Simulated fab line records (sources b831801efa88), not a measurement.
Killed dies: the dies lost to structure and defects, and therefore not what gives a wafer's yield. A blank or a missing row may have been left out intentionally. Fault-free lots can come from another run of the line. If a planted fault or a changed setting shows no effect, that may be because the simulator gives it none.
fab line records + flow gf180mcu
[record]
- lots = 14
- wafers = 42
- last_day = 34
route steps=602 shown STI@5 DUAL_GATE@149 M3@425
lots that met no fault: from a run of the same line without faults
start_h: hours from the record's opening day to when the first of the lot's shown wafers began + wait_h: time in hours since the lot's previous step + " repeats the value in the row above + L1.1+2: one row covering several wafers at once + - value missing, or start not given + * or withheld: withheld + < > ~ a bound
route shown NAME@n: names a module that has steps shown in the file, with the first one's number in the route + usual: mean and standard deviation over wafers with no fault + same: alike in all rows + chamber/n: place in a boat + sites: the reading at each site + _std_site: how widely they spread, as a standard deviation + _edge_site: the outer-site mean with the inner-site mean subtracted + radius_mm: how far each site lies from the wafer's centre + mask NAME#n: copy n + behind: the last tool/chamber to shape the wafer + hold: why the lot went on hold/how many hours it stayed there/how the hold came to an end + device: the transistor (n, p or np) that didn't switch + end of line: the route-end tests of the same wafers + a step given without rows: its recipe and nothing more + killed: the dies lost at the first sort to structure and to defects; this is not the yield of the wafer + map: a wafer's dies, x killed, . not, _ none there
set.NAME: the setting as run; set.NAME@STEP: as run at that earlier step + model.NAME: the simulator's own value behind a step, which no gauge read
steps of the route over a sample of lots; a table a step, a row a wafer
services: the hour from which a tool's chamber was out of use, counted from the record's first day as start_h (under 0 if before that day), plus the number of hours and why
[[steps]]
[step GF_STI_THK_MEAS_04]
[recipe]
- reads = Si3N4_of_STI_CVD_03
[usual]
- STI_CVD_03_THK = 207.6/1.9
| lot.wafer | tool          | chamber | start_h | wait_h | STI_CVD_03_THK[nm] |
|-----------|---------------|---------|---------|--------|--------------------|
| L556.3    | film_metro-01 | -       | 18.62   | 0.0    | 207.9              |
| L556.4    | "             | -       | "       | "      | 209.0              |
| L556.6    | "             | -       | "       | "      | 207.5              |
| L557.2    | film_metro-02 | -       | 23.57   | 0.0    | 205.3              |
| L557.4    | "             | -       | "       | "      | 207.4              |
| L557.5    | "             | -       | "       | "      | 205.9              |
| L558.3    | film_metro-02 | -       | 33.30   | 0.0    | 208.6              |
| L558.5    | "             | -       | "       | "      | 207.7              |
| L558.6    | "             | -       | "       | "      | 208.1              |
| L560.1    | film_metro-01 | -       | 39.01   | 0.0    | 210.0              |
| L560.3    | "             | -       | "       | "      | 206.7              |
| L560.4    | "             | -       | "       | "      | 209.1              |
| L562.2    | film_metro-04 | -       | 48.59   | 0.0    | 204.1              |
| L562.3    | "             | -       | "       | "      | 206.8              |
| L562.6    | "             | -       | "       | "      | 205.7              |
| L563.1    | film_metro-02 | -       | 53.57   | 0.0    | 207.3              |
| L563.2    | "             | -       | "       | "      | 208.0              |
| L563.6    | "             | -       | "       | "      | 207.6              |
| L568.1    | film_metro-04 | -       | 78.56   | 0.0    | 209.6              |
| L568.3    | "             | -       | "       | "      | 208.0              |
| L568.4    | "             | -       | "       | "      | 208.0              |
| L569.2    | film_metro-02 | -       | 83.57   | 0.0    | 208.8              |
| L569.3    | "             | -       | "       | "      | 208.0              |
| L569.4    | "             | -       | "       | "      | 207.4              |
| L570.1    | film_metro-01 | -       | 88.56   | 0.0    | 205.9              |
| L570.5    | "             | -       | "       | "      | 206.7              |
| L570.6    | "             | -       | "       | "      | 206.0              |
| L573.2    | film_metro-01 | -       | 103.57  | 0.0    | 208.2              |
| L573.3    | "             | -       | "       | "      | 209.2              |
| L573.6    | "             | -       | "       | "      | 208.0              |
| L574.1    | film_metro-04 | -       | 109.01  | 0.0    | 205.2              |
| L574.4    | "             | -       | "       | "      | 204.7              |
| L574.6    | "             | -       | "       | "      | 204.5              |
| L575.3    | film_metro-01 | -       | 113.58  | 0.0    | 205.2              |
| L575.4    | "             | -       | "       | "      | 206.5              |
| L575.6    | "             | -       | "       | "      | 207.3              |
| L576.1    | film_metro-01 | -       | 118.57  | 0.0    | 206.4              |
| L576.4    | "             | -       | "       | "      | 206.7              |
| L576.6    | "             | -       | "       | "      | 207.5              |
| L577.2    | film_metro-04 | -       | 123.57  | 0.0    | 211.8              |
| L577.3    | "             | -       | "       | "      | 211.6              |
| L577.5    | "             | -       | "       | "      | 212.6              |
[step GF_STI_ETCH_14]
[recipe]
- target = Si
- chemistry = HBr/Cl2/O2
- target_depth_nm = 360
- icp_w = 600
- bias_w = 150
- pressure_mtorr = 15
- HBr_flow_sccm = 150
- Cl2_flow_sccm = 40
- O2_flow_sccm = 6
- time_s = 102.9
[usual]
- drypump_motor_current_A = 5.7/0.45
- oes_product_au = 0.996/0.011
- throttle_valve_pct = 25.659/0.012
| lot.wafer | tool      | chamber | start_h | wait_h | drypump_motor_current_A | oes_product_au | rf_hours_counter_h | throttle_valve_pct |
|-----------|-----------|---------|---------|--------|-------------------------|----------------|--------------------|--------------------|
| L556.3    | rie_si-01 | 2       | 30.06   | 0.0    | 5.7                     | 0.977          | 2                  | 25.677             |
| L556.4    | "         | 1       | "       | "      | 6.2                     | 0.991          | 3                  | 25.655             |
| L556.6    | "         | 0       | "       | "      | 5.3                     | 0.990          | -                  | 25.643             |
| L557.2    | rie_si-02 | 3       | 34.69   | 0.0    | 5.7                     | 0.996          | 7                  | 25.662             |
| L557.4    | "         | 0       | "       | "      | 5.2                     | 0.997          | 26                 | 25.652             |
| L557.5    | "         | 3       | "       | "      | 5.7                     | 0.998          | -                  | 25.659             |
| L558.3    | rie_si-01 | 2       | 44.39   | 0.0    | 5.7                     | 0.990          | 2                  | 25.686             |
| L558.5    | "         | 2       | "       | "      | 5.7                     | 0.987          | -                  | 25.667             |
| L558.6    | "         | 1       | "       | "      | 6.2                     | 1.006          | -                  | 25.644             |
| L560.1    | rie_si-02 | 1       | 51.54   | 0.0    | 6.3                     | 1.002          | 1                  | 25.649             |
| L560.3    | "         | 3       | "       | "      | 5.7                     | 1.003          | 7                  | 25.642             |
| L560.4    | "         | 0       | "       | "      | 5.2                     | 1.011          | 26                 | 25.659             |
| L562.2    | rie_si-01 | 0       | 60.83   | 0.0    | 5.3                     | 0.999          | 95                 | 25.659             |
| L562.3    | "         | 2       | "       | "      | 5.7                     | 0.977          | 2                  | 25.672             |
| L562.6    | "         | 2       | "       | "      | 5.7                     | 0.997          | -                  | 25.672             |
| L563.1    | rie_si-01 | 3       | 66.44   | 0.0    | 4.9                     | 1.010          | 0                  | 25.643             |
| L563.2    | "         | 1       | "       | "      | 6.2                     | 0.994          | 3                  | 25.648             |
| L563.6    | "         | 3       | "       | "      | 4.9                     | 1.014          | -                  | 25.634             |
| L568.1    | rie_si-01 | 3       | 92.04   | 0.0    | 4.9                     | 1.003          | 0                  | 25.656             |
| L568.3    | "         | 0       | "       | "      | 5.3                     | 0.981          | 96                 | 25.670             |
| L568.4    | "         | 2       | "       | "      | 5.7                     | 0.984          | 2                  | 25.667             |
| L569.2    | rie_si-01 | 2       | 97.44   | 0.0    | 5.7                     | 0.981          | 2                  | 25.660             |
| L569.3    | "         | 3       | "       | "      | 4.9                     | 1.001          | 0                  | 25.670             |
| L569.4    | "         | 0       | "       | "      | 5.3                     | 0.982          | 96                 | 25.662             |
| L570.1    | rie_si-02 | 1       | 102.34  | 0.0    | 6.3                     | 0.996          | 2                  | 25.653             |
| L570.5    | "         | 0       | "       | "      | 5.2                     | 0.993          | -                  | 25.670             |
| L570.6    | "         | 3       | "       | "      | 5.7                     | 0.987          | -                  | 25.662             |
| L573.2    | rie_si-02 | 2       | 118.10  | 0.0    | 5.8                     | 1.001          | 45                 | 25.664             |
| L573.3    | "         | 1       | "       | "      | 6.3                     | 0.997          | 2                  | 25.666             |
| L573.6    | "         | 2       | "       | "      | 5.8                     | 1.002          | -                  | 25.652             |
| L574.1    | rie_si-01 | 3       | 123.43  | 0.0    | 4.9                     | 1.009          | 1                  | 25.652             |
| L574.4    | "         | 1       | "       | "      | 6.2                     | 1.009          | 4                  | 25.645             |
| L574.6    | "         | 2       | "       | "      | 5.7                     | 0.990          | -                  | 25.673             |
| L575.3    | rie_si-01 | 0       | 128.73  | 0.0    | 5.2                     | 0.997          | 96                 | 25.674             |
| L575.4    | "         | 3       | "       | "      | 4.9                     | 1.009          | 1                  | 25.625             |
| L575.6    | "         | 0       | "       | "      | 5.3                     | 0.988          | -                  | 25.660             |
| L576.1    | rie_si-01 | 1       | 133.04  | 0.0    | 6.2                     | 0.995          | 4                  | 25.663             |
| L576.4    | "         | 2       | "       | "      | 5.7                     | 0.973          | 3                  | 25.674             |
| L576.6    | "         | 3       | "       | "      | 4.9                     | 1.001          | -                  | 25.668             |
| L577.2    | rie_si-01 | 0       | 137.69  | 0.0    | 5.3                     | 0.989          | 96                 | 25.662             |
| L577.3    | "         | 2       | "       | "      | 5.7                     | 0.974          | 3                  | 25.688             |
| L577.5    | "         | 1       | "       | "      | 6.2                     | 0.996          | -                  | 25.645             |
[step GF_DUAL_GATE_EXPOSE_08]
[recipe]
- mask_id = Dualgate
- target_cd_nm = 700
- na = 0.6
- source_shape = conventional
- sigma_outer = 0.6
- dose_mj = 140
[usual]
- exposure_dose_mJ_cm2 = 139.97/0.14
- focus_offset_nm = 0.0/0.6
| lot.wafer | tool             | chamber | start_h | wait_h | mask       | exposure_dose_mJ_cm2 | focus_offset_nm |
|-----------|------------------|---------|---------|--------|------------|----------------------|-----------------|
| L556.3    | iline_stepper-01 | 0       | 176.50  | -      | Dualgate#0 | 139.87               | -0.4            |
| L556.4    | "                | 0       | "       | "      | Dualgate#0 | 140.03               | -0.5            |
| L556.6    | "                | 0       | "       | "      | Dualgate#0 | 139.97               | -0.5            |
| L557.2    | iline_stepper-02 | 0       | 180.59  | -      | Dualgate#0 | 139.83               | 0.9             |
| L557.4    | "                | 0       | "       | "      | Dualgate#0 | 140.12               | 0.8             |
| L557.5    | "                | 0       | "       | "      | Dualgate#0 | 139.88               | 0.5             |
| L558.3    | iline_stepper-02 | 0       | 191.82  | -      | Dualgate#0 | 140.15               | 0.2             |
| L558.5    | "                | 0       | "       | "      | Dualgate#0 | 140.15               | 0.6             |
| L558.6    | "                | 0       | "       | "      | Dualgate#0 | 140.15               | 0.8             |
| L560.1    | iline_stepper-02 | 0       | 204.57  | -      | Dualgate#0 | 139.94               | -0.4            |
| L560.3    | "                | 0       | "       | "      | Dualgate#0 | 140.04               | -0.5            |
| L560.4    | "                | 0       | "       | "      | Dualgate#0 | 139.77               | -0.2            |
| L562.2    | iline_stepper-02 | -       | 212.50  | -      | Dualgate#0 | -                    | -               |
| L562.3    | "                | -       | "       | "      | Dualgate#0 | -                    | -               |
| L562.6    | "                | -       | "       | "      | Dualgate#0 | -                    | -               |
| L563.1    | iline_stepper-01 | -       | 221.82  | -      | Dualgate#0 | -                    | -               |
| L563.2    | "                | -       | "       | "      | Dualgate#0 | -                    | -               |
| L563.6    | "                | -       | "       | "      | Dualgate#0 | -                    | -               |
| L568.1    | iline_stepper-02 | 0       | 253.99  | -      | Dualgate#0 | 139.90               | 0.1             |
| L568.3    | "                | 0       | "       | "      | Dualgate#0 | 140.12               | 0.2             |
| L568.4    | "                | 0       | "       | "      | Dualgate#0 | 140.23               | -1.3            |
| L569.2    | iline_stepper-01 | 0       | 262.03  | -      | Dualgate#0 | 139.87               | -0.3            |
| L569.3    | "                | 0       | "       | "      | Dualgate#0 | 140.04               | 0.1             |
| L569.4    | "                | 0       | "       | "      | Dualgate#0 | 140.12               | -0.3            |
| L570.1    | iline_stepper-01 | 0       | 269.94  | -      | Dualgate#0 | 140.07               | -0.5            |
| L570.5    | "                | 0       | "       | "      | Dualgate#0 | 140.08               | -2.0            |
| L570.6    | "                | 0       | "       | "      | Dualgate#0 | 140.18               | -0.8            |
| L573.2    | iline_stepper-01 | 0       | 288.73  | -      | Dualgate#0 | 139.94               | 0.7             |
| L573.3    | "                | 0       | "       | "      | Dualgate#0 | 139.98               | 0.4             |
| L573.6    | "                | 0       | "       | "      | Dualgate#0 | 139.90               | 0.3             |
| L574.1    | iline_stepper-01 | 0       | 294.94  | -      | Dualgate#0 | 139.90               | -0.1            |
| L574.4    | "                | 0       | "       | "      | Dualgate#0 | 139.99               | 0.5             |
| L574.6    | "                | 0       | "       | "      | Dualgate#0 | 140.12               | -0.1            |
| L575.3    | iline_stepper-01 | 0       | 305.18  | -      | Dualgate#0 | 140.09               | 0.3             |
| L575.4    | "                | 0       | "       | "      | Dualgate#0 | 139.94               | 0.3             |
| L575.6    | "                | 0       | "       | "      | Dualgate#0 | 139.91               | 1.3             |
| L576.1    | iline_stepper-01 | 0       | 311.53  | -      | Dualgate#0 | 139.95               | -0.3            |
| L576.4    | "                | 0       | "       | "      | Dualgate#0 | 139.83               | -0.2            |
| L576.6    | "                | 0       | "       | "      | Dualgate#0 | 139.83               | 0.2             |
| L577.2    | iline_stepper-02 | 0       | 314.63  | -      | Dualgate#0 | 139.77               | -0.2            |
| L577.3    | "                | 0       | "       | "      | Dualgate#0 | 139.77               | 0.4             |
| L577.5    | "                | 0       | "       | "      | Dualgate#0 | 139.89               | 0.2             |
[step GF_M3_METAL_ETCH_16]
[recipe]
- chemistry = Cl2/BCl3
- mask_material = KrF
- target_depth_nm = 627.5
- stop_on = SiO2
- pressure_mtorr = 8
- icp_w = 800
- bias_w = 140
- Cl2_flow_sccm = 80
- bcl3_flow_sccm = 40
- time_s = 104.6
[usual]
- drypump_motor_current_A = 5.70/0.24
- oes_product_au = 0.973/0.0057
- throttle_valve_pct = 28.249/0.0092
| lot.wafer | tool         | chamber | start_h | wait_h | drypump_motor_current_A | oes_product_au | rf_hours_counter_h | throttle_valve_pct |
|-----------|--------------|---------|---------|--------|-------------------------|----------------|--------------------|--------------------|
| L556.3    | rie_metal-01 | 0       | 498.62  | 0.1    | 6.05                    | 0.968          | -                  | 28.254             |
| L556.4    | "            | 1       | "       | "      | 5.49                    | 0.974          | -                  | 28.251             |
| L556.6    | "            | 0       | "       | "      | 6.06                    | 0.978          | -                  | 28.249             |
| L557.2    | rie_metal-01 | 0       | 503.01  | 0.0    | 6.05                    | 0.975          | 10                 | 28.255             |
| L557.4    | "            | 1       | "       | "      | 5.52                    | 0.967          | -                  | 28.246             |
| L557.5    | "            | 1       | "       | "      | 5.52                    | 0.979          | -                  | 28.232             |
| L558.3    | rie_metal-01 | 0       | 522.62  | 0.1    | 6.07                    | 0.976          | -                  | 28.247             |
| L558.5    | "            | 0       | "       | "      | 6.06                    | 0.971          | -                  | 28.232             |
| L558.6    | "            | 1       | "       | "      | 5.51                    | 0.977          | -                  | 28.227             |
| L560.1    | rie_metal-03 | 1       | 540.58  | 0.0    | 5.45                    | 0.958          | 8                  | 28.255             |
| L560.3    | "            | 0       | "       | "      | 5.83                    | 0.964          | -                  | 28.272             |
| L560.4    | "            | 1       | "       | "      | 5.46                    | 0.969          | -                  | 28.264             |
| L568.1    | rie_metal-01 | 1       | 595.54  | 0.0    | 5.51                    | 0.970          | 8                  | 28.245             |
| L568.3    | "            | 1       | "       | "      | 5.51                    | 0.968          | -                  | 28.240             |
| L568.4    | "            | 1       | "       | "      | 5.50                    | 0.985          | -                  | 28.236             |
| L569.2    | rie_metal-04 | 1       | 601.38  | 0.0    | 5.55                    | 0.985          | 9                  | 28.250             |
| L569.3    | "            | 1       | "       | "      | 5.52                    | 0.978          | -                  | 28.252             |
| L569.4    | "            | 0       | "       | "      | 5.94                    | 0.972          | -                  | 28.241             |
| L570.1    | rie_metal-01 | 1       | 613.23  | 0.0    | 5.50                    | 0.964          | 9                  | 28.257             |
| L570.5    | "            | 1       | "       | "      | 5.48                    | 0.959          | -                  | 28.262             |
| L570.6    | "            | 1       | "       | "      | 5.48                    | 0.965          | -                  | 28.268             |
| L573.2    | rie_metal-01 | 0       | 633.98  | 0.0    | 6.05                    | 0.972          | 1                  | 28.253             |
| L573.3    | "            | 1       | "       | "      | 5.51                    | 0.970          | -                  | 28.260             |
| L573.6    | "            | 0       | "       | "      | 6.04                    | 0.968          | -                  | 28.245             |
| L574.1    | rie_metal-03 | 0       | 640.81  | 0.0    | 5.86                    | 0.959          | 3                  | 28.257             |
| L574.4    | "            | 1       | "       | "      | 5.45                    | 0.976          | -                  | 28.229             |
| L574.6    | "            | 0       | "       | "      | 5.86                    | 0.974          | -                  | 28.247             |
| L575.3    | rie_metal-04 | 0       | 654.98  | 0.1    | 5.93                    | 0.980          | -                  | 28.238             |
| L575.4    | "            | 1       | "       | "      | 5.50                    | 0.978          | -                  | 28.254             |
| L575.6    | "            | 1       | "       | "      | 5.52                    | 0.976          | -                  | 28.249             |
| L576.1    | rie_metal-01 | 1       | 655.51  | 0.0    | 5.52                    | 0.975          | 10                 | 28.236             |
| L576.4    | "            | 0       | "       | "      | 6.03                    | 0.974          | -                  | 28.262             |
| L576.6    | "            | 0       | "       | "      | 6.05                    | 0.986          | -                  | 28.244             |
| L577.2    | rie_metal-03 | 1       | 657.36  | 0.0    | 5.40                    | 0.983          | 12                 | 28.246             |
| L577.3    | "            | 0       | "       | "      | 5.83                    | 0.977          | -                  | 28.256             |
| L577.5    | "            | 0       | "       | "      | 5.85                    | 0.982          | -                  | 28.242             |
[[services]]
| tool             | chamber | start_h | hours | kind   |
|------------------|---------|---------|-------|--------|
| iline_stepper-01 | -       | 10.77   | 3.5   | repair |
| rie_si-01        | 3       | 16.86   | 7.6   | repair |
| iline_stepper-01 | -       | 30.61   | 1.7   | pm     |
| rie_si-01        | 2       | 68.08   | 3.4   | repair |
| rie_metal-01     | -       | 127.82  | 2.8   | pm     |
| rie_metal-01     | 1       | 132.35  | 3.1   | repair |
| rie_si-01        | 3       | 163.51  | 5.8   | repair |
| iline_stepper-01 | -       | 183.86  | 10.9  | repair |
| iline_stepper-01 | -       | 200.97  | 2.1   | pm     |
| rie_metal-01     | -       | 236.88  | 3.0   | repair |
| iline_stepper-01 | -       | 248.79  | 1.7   | pm     |
| rie_si-01        | 0       | 278.41  | 4.6   | repair |
| rie_metal-01     | -       | 290.31  | 1.4   | pm     |
| rie_si-01        | -       | 302.29  | 2.8   | pm     |
| iline_stepper-01 | -       | 419.24  | 16.7  | repair |
| iline_stepper-01 | -       | 466.97  | 1.7   | pm     |
| iline_stepper-01 | -       | 481.57  | 7.6   | repair |
| rie_si-01        | 3       | 516.11  | 5.4   | repair |
| rie_metal-01     | -       | 531.36  | 0.1   | repair |
| rie_si-01        | 0       | 569.22  | 4.7   | repair |
| iline_stepper-01 | -       | 581.17  | 1.7   | repair |
| iline_stepper-01 | -       | 621.55  | 8.7   | repair |
| rie_si-01        | 0       | 626.81  | 4.1   | repair |
| rie_si-01        | 3       | 644.45  | 1.0   | repair |
[[key]]
[first_sign]
- step = GF_DUAL_GATE_EXPOSE_08
- reading = tool_record
- direction = missing
effect none on later readings
met_at GF_DUAL_GATE_EXPOSE_08
struck_lots L562,L563
later_rows_left_out L562.2,L562.3,L562.6,L563.1,L563.2,L563.6
sort_left_out L562.2,L562.3,L562.6,L563.1,L563.2,L563.6
tester_left_out L562,L563
not_acting_at GF_STI_THK_MEAS_04,GF_STI_ETCH_14,GF_M3_METAL_ETCH_16
onset_between 204.57 212.50
[fault]
- kind = skipped_step_whole
- tool = iline_stepper-01,iline_stepper-02
- chamber = -
- onset_h = 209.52
- steps = GF_DUAL_GATE_EXPOSE_08
- scope = struck_lots_only
// tester_left_out: of these lots the tester's yield and bins aren't shown, on N5 and GAA mostly nor the transistor test; their killed dies are dies lost to structure and defects alone, not to doping, threshold or leakage, so they don't give the yield
// sort_left_out: the simulated sort isn't trusted on such a fault, so these wafers' sort isn't shown, and their yield isn't known
// later_rows_left_out: the simulator's readings of these wafers behind a module that went badly wrong aren't trusted and aren't shown, but for the sort
